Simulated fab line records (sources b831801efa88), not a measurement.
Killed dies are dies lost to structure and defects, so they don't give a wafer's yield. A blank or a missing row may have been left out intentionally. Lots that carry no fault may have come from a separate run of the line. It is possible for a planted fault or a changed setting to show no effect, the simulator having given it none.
Shared-tool check ; flow gf180mcu ; Sampled: 12 lots, 36 wafers

== WHY THIS WAS OPENED ==
Of 12 lots, 2 have the reading LVPWELL_TW flagged at GF_LVPWELL_TW_MEAS_11. Fault-free wafers read 558, with a standard deviation of 3.9.
Rule: a lot gets a flag if all its wafers with a number sit over 4 standard deviations from that mean, or if no wafer of it has a number. As for the other lots, they are considered sound.

lot;measured;on;LVPWELL_TW, wafer by wafer;flag
L941;day 4 07:03;film-metro-04;562 560 565;
L942;day 4 13:49;film-metro-02;556 556 560;
L948;day 5 23:05;film-metro-01;823 820 822;FLAGGED
L950;day 6 11:22;film-metro-04;828 829 828;FLAGGED
L951;day 6 15:16;film-metro-01;562 563 560;
L952;day 6 19:40;film-metro-01;557 559 560;
L953;day 7 03:56;film-metro-04;560 563 558;
L955;day 7 13:37;film-metro-02;557 556 557;
L956;day 7 21:06;film-metro-04;561 562 559;
L958;day 8 06:50;film-metro-02;550 553 549;
L959;day 8 13:52;film-metro-02;551 553 550;
L962;day 9 05:50;film-metro-04;559 557 556;
On average the flagged lots' numbers are 825, which is +267 against the usual, or +68 standard deviations.

== EACH LOT AND THE TOOL IT RAN ON ==
2 process steps preceding the reading are held in the record, out of 602 steps in the route. Each cell gives the tool, then ch followed by the chambers the sampled wafers passed through, then the start.
lot;flag;GF_NWELL_STRIP_10;GF_LVPWELL_IMPLANT_08
L941;;plasma-asher-02 ch 1, day 3 17:11;implanter-04 ch 0, day 4 06:40
L942;;plasma-asher-02 ch 0,1, day 3 23:14;implanter-04 ch 0, day 4 13:26
L948;FLAGGED;plasma-asher-04 ch 0,1, day 5 08:43;implanter-03 ch 0, day 5 22:41
L950;FLAGGED;plasma-asher-03 ch 0,1, day 5 20:16;implanter-03 ch 0, day 6 10:59
L951;;plasma-asher-03 ch 0,1, day 6 00:41;implanter-02 ch 0, day 6 14:53
L952;;plasma-asher-02 ch 1, day 6 04:47;implanter-02 ch 0, day 6 19:17
L953;;plasma-asher-04 ch 0,1, day 6 12:40;implanter-04 ch 0, day 7 03:32
L955;;plasma-asher-03 ch 0,1, day 6 21:13;implanter-02 ch 0, day 7 13:13
L956;;plasma-asher-04 ch 0,1, day 7 04:11;implanter-04 ch 0, day 7 20:43
L958;;plasma-asher-02 ch 0,1, day 7 14:26;implanter-02 ch 0, day 8 06:26
L959;;plasma-asher-04 ch 0,1, day 7 21:20;implanter-02 ch 0, day 8 13:28
L962;;plasma-asher-04 ch 0, day 8 12:49;implanter-03 ch 0, day 9 05:26
What these steps do:
- GF_NWELL_STRIP_10: strips in O2/N2.
- GF_LVPWELL_IMPLANT_08
- GF_LVPWELL_TW_MEAS_11

== FLAGGED OVER TOTAL, TOOL BY TOOL (the gauges that took the reading come last) ==
step;tool;lots run;flagged;share of the flagged lots;sound lots run after its first flagged lot
GF_NWELL_STRIP_10;plasma-asher-02;4;0;none;-
GF_NWELL_STRIP_10;plasma-asher-03;3;1;some;2 (L951,L955)
GF_NWELL_STRIP_10;plasma-asher-04;5;1;some;4 (L953,L956,L959,L962)
GF_LVPWELL_IMPLANT_08;implanter-02;5;0;none;-
GF_LVPWELL_IMPLANT_08;implanter-03;3;2;all;1 (L962)
GF_LVPWELL_IMPLANT_08;implanter-04;4;0;none;-
GF_LVPWELL_TW_MEAS_11;film-metro-01;3;1;some;2 (L951,L952)
GF_LVPWELL_TW_MEAS_11;film-metro-02;4;0;none;-
GF_LVPWELL_TW_MEAS_11;film-metro-04;5;1;some;3 (L953,L956,L962)

== WHAT THE TABLE PERMITS ==
1 row of the table ran every flagged lot: implanter-03 at GF_LVPWELL_IMPLANT_08.
- implanter-03 at GF_LVPWELL_IMPLANT_08 ran 3 lots, 2 of them flagged. Lots that were sound ran on it after the first flagged one (L962); a persistent fault on the entire tool would not allow that. Its own readings (dose-ions-cm2, faraday-current-uA) fall more than 4 standard deviations out on all wafers of the flagged lots.
Every row of the table either missed a flagged lot or ran a sound lot after the first.

== WHAT THE SIMULATOR PUT IN ==
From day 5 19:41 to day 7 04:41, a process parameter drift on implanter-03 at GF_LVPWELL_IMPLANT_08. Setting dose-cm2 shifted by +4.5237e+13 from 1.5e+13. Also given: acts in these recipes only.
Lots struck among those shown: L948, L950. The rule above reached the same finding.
